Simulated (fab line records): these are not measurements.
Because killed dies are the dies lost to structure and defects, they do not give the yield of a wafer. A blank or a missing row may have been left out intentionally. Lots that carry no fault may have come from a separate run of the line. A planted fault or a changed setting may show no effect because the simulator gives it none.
8D (eight disciplines) problem report, filled in by code :: flow sky130 :: the parts of the form that need people (team, actions taken, sign-off) are left out

## 1. THE PROBLEM
Mean of cdNm at SKY_LDD_P_CD_MEAS_07: 401.1 nm across 3 wafers in 2 lots; on wafers with no fault it is 380.8 nm (standard deviation 2.5). That is +8.1 standard deviations from the usual mean.
The step: target cd 380 nm.
First seen on wafer L804.5, day 25 15:35, on cdSem-01. Wafers with a number at this step in the record: 40, from 14 lots. Rule for "out", or "out of limits": more than 4 standard deviations from the usual mean. Any other wafer with a number is counted as sound.

## 2. WHAT THIS IS AND IS NOT
question: which readings at this step
is: cdNm
is not: -

question: which lots
is: L804, L806
is not: L788, L789, L790, L791, L792, L793, L794, L795, L796, L797, L798, L810

question: which wafers of those lots
is: L804.5, L804.6, L806.6
is not: L806.2

question: read on which gauges
is: cdSem-01, cdSem-02
is not: -

question: when
is: from day 25 15:35
is not: up to then (33 sound wafers); but 4 sound wafers of L806, L810 came after

## 3. WHAT RULES OUT EACH SUSPECT
Counting: a tool at a process step up to the reading stays a suspect if it ran every lot that is out. Sound lots after the first of them don't rule it out here, since some wafers of a struck lot are sound.
- the gauge at SKY_LDD_P_CD_MEAS_07 has been ruled out. 2 gauges (cdSem-01, cdSem-02) read the wafers that are out.
- lithoTrack-01 at SKY_LDD_P_DEVELOP_06 (develop time 60 s): kept. It ran every lot that is out, first L804 (day 25 15:28); its last sound lot up to then is L798 (day 23 18:26).
Remaining after the count: lithoTrack-01 at SKY_LDD_P_DEVELOP_06.

## 4. THE CAUSE (what the simulator had put in)
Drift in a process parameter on lithoTrack-01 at SKY_LDD_P_DEVELOP_06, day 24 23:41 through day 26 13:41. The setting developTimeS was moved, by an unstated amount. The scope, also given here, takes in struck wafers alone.
The count eliminated every tool but this one.

## 5. SEQUENCE OF EFFECTS, ordered by route
Each row: a reading where the mean over the struck wafers with a number is more than 3 standard deviations away from the usual. Only readings whose record carries a usual standard deviation are examined. hours: median over the lots of the time between each lot's start at the first step of this table that gives one and its start at this step. sigmas: the change, counted in usual standard deviations.
hours: 0
step: SKY_LDD_P_CD_MEAS_07
reading: cdNm
usual: 380.8 nm
on struck wafers: 401.1
change: +20.3
sigmas: +8.1

## 6. WHAT WOULD HAVE CAUGHT IT SOONER
16 hours passed between the start of the fault at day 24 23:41 and the first reading out of limits at a measuring or inspecting step in this record, taken at day 25 15:35.
Lots out: 2; of these, L806 started SKY_LDD_P_DEVELOP_06 on lithoTrack-01 after day 25 15:35. A hold on the tool at that time would have spared it.
